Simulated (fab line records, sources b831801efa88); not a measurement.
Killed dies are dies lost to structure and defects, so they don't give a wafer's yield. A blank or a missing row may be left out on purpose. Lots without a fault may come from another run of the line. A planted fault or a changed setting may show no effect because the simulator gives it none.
Problem report in the 8D (eight disciplines) form, filled by code | flow sky130 | the parts of the form that need people (team, actions taken, sign-off) are left out

1. THE PROBLEM
cd_nm at SKY_SONOS_TUNNEL_CD_MEAS_07 reads a mean of 396.8 nm on 6 wafers of 2 lots; wafers without a fault read 410.8 nm with a standard deviation of 1.9. That is -7.4 standard deviations from the usual mean.
The step: target cd 410 nm.
First seen on wafer L492.2, day 14 18:02, on cd_sem-02. The record holds 36 wafers of 12 lots with a number at this step. Rule for "out", or "out of limits": more than 4 standard deviations from the usual mean. The other wafers with a number count as sound.

2. WHAT IT IS AND WHAT IT IS NOT
question                    | is                     | is not
which readings at this step | cd_nm                  | -
which lots                  | L492, L496             | L482, L483, L484, L488, L493, L495, L498, L503, L504, L505
which wafers of those lots  | all that have a number | -
read on which gauges        | cd_sem-02              | cd_sem-01
when                        | from day 14 18:02      | up to then (12 sound wafers); but 18 sound wafers of L493, L495, L498, L503, L504, L505 came after

3. SUSPECTS, AND WHAT RULES EACH OUT
Counting: a tool at a process step up to the reading stays a suspect if it ran every lot that is out and no sound lot after the first of them.
- the gauge at SKY_SONOS_TUNNEL_CD_MEAS_07: kept. All the wafers that are out were read on cd_sem-02, and no step on other tools shows them out.
- litho_track-02 at SKY_SONOS_TUNNEL_DEVELOP_06 (develop time 60 s): kept. It ran every lot that is out, first L492 (day 14 17:54), and no sound lot after that; its last sound lot up to then is L488 (day 13 07:23).
Left after counting: litho_track-02 at SKY_SONOS_TUNNEL_DEVELOP_06, cd_sem-02 at SKY_SONOS_TUNNEL_CD_MEAS_07.

4. THE CAUSE (what the simulator had put in)
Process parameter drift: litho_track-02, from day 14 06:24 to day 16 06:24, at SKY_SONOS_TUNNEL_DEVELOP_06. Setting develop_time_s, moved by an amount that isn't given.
Counting left 2 suspects, and this tool is among them.

5. THE CHAIN OF EFFECTS, in route order
Each row: a reading whose mean over the struck wafers that have a number lies more than 3 standard deviations from the usual. Only readings for which the record gives a usual standard deviation are gone through. hours: the time from each lot's start at the first step in this table that gives one to its start at this step, as a median over the lots. sigmas: the change in usual standard deviations.
hours | step                        | reading | usual    | on struck wafers | change | sigmas
0     | SKY_SONOS_TUNNEL_CD_MEAS_07 | cd_nm   | 410.8 nm | 396.8            | -14.0  | -7.4
Later measuring or inspecting steps at which every struck wafer that the step has a row for has a number for every such reading, and none has moved that far: SKY_SONOS_ONO_THK_MEAS_05, SKY_GATE_OXIDE_TW_MEAS_14.

6. WHAT WOULD HAVE CAUGHT IT SOONER
In this record the first reading out of limits at a measuring or inspecting step was taken at day 14 18:02, 12 hours after the fault began at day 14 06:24.
Of the tool readings at SKY_SONOS_TUNNEL_DEVELOP_06 for which the record gives a usual standard deviation, none was out on any struck wafer, so an alarm limit of 4 standard deviations on them would not have fired.
Of the lots that are out (2), L496 began SKY_SONOS_TUNNEL_DEVELOP_06 on litho_track-02 after day 14 18:02. A hold on the tool at that time would have spared it.
